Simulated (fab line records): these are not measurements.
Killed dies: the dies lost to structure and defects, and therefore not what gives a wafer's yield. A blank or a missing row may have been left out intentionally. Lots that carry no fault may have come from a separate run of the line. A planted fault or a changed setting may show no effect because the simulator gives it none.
Struck lot and sound lot, side by side ; flow sky130 ; 15 steps out of a route of 708
Sound: the wafers L548.1, L548.4, L548.6. Wafers struck: L560.2, L560.4, L560.6. At the end, the cause is stated.
Per side, at each step with rows, come the tool, then ch with its chambers, and then its first start. Under that, the readings that differ: sound wafers ; struck wafers ; difference of the means ; sigmas: that difference in standard deviations of wafers without a fault.
alike: same words and numbers on both sides, and readings whose means sit less than 2 such deviations apart. not compared: any withheld reading, any reading some wafer has no value for, any bound like >300 that may hide the same value, and any number with overlapping values for which the record gives no deviation.
A row with sigmas, a row that says differs or no value, or rows on one side alone: a step with any of these is where the two part. Non-overlapping numbers with no deviation appear without sigmas and do not part them. A reading that every wafer of one side lacks parts them only if that side has two wafers or more.

first, 3 steps without rows for these wafers: SKY_LDD_LDN_EXPOSE_04 (exposes mask LDNTM, target cd 700 nm); SKY_LDD_LDN_PEB_05; SKY_LDD_LDN_DEVELOP_06 (develop time 60 s).
SKY_LDD_LDN_OVL_MEAS_07:
  sound on overlay-02, day 24 19:12; struck on overlay-01, day 28 16:03
  alike: LDD_LDN_OVL
then, 4 steps without rows for these wafers: SKY_LDD_LDN_IMPLANT_08; SKY_LDD_LDN_IMPLANT_09; SKY_LDD_LDN_IMPLANT_10; SKY_LDD_LDN_IMPLANT_11.
SKY_LDD_LDN_STRIP_12: strips in O2/N2.
  sound on plasma_asher-01 ch 0,1, day 24 19:50; struck on plasma_asher-01 ch 0,1, day 28 16:41
  alike: drypump_motor_current_A, oes_product_au, strip_time_to_endpoint_s
  not compared: rf_hours_counter_h
SKY_LDD_LDN_TW_MEAS_13:
  sound on film_metro-03, day 24 19:56; struck on film_metro-01, day 28 16:47
  alike: LDD_LDN_TW
then, 2 steps without rows for these wafers: SKY_LDD_LDN_CLEAN_14 (cleans in SC1/SC2, time 150 s); SKY_SPACER_CVD_00 (deposits Si3N4 from DCS/NH3, target thk 43.1 nm, time 740 s).
SKY_SPACER_THK_MEAS_01:
  sound on film_metro-01, day 24 23:26; struck on film_metro-03, day 28 18:07
reading;sound;struck;difference;sigmas
SPACER_CVD_00_THK (nm);43.0 42.5 42.7;44.0 44.3 44.4;+1.5;+4
SKY_SPACER_ETCHBACK_02: etches Si3N4 in CH3F/O2, stops on SiO2, time 46.7 s, target depth 45 nm.
  sound on rie_diel-01 ch 1,3, day 24 23:30; struck on rie_diel-03 ch 1,3, day 28 18:10
  alike: drypump_motor_current_A, oes_product_au, throttle_valve_pct
  not compared: rf_hours_counter_h
following that, these wafers have no rows for 1 step: SKY_PAD_OPEN_PROBE_99.

== WHERE THEY PART ==
Only at SKY_SPACER_THK_MEAS_01, as far as this record shows. Later steps at which nothing parts them and some readings are alike: SKY_SPACER_ETCHBACK_02.

WHY: what the simulator had put in
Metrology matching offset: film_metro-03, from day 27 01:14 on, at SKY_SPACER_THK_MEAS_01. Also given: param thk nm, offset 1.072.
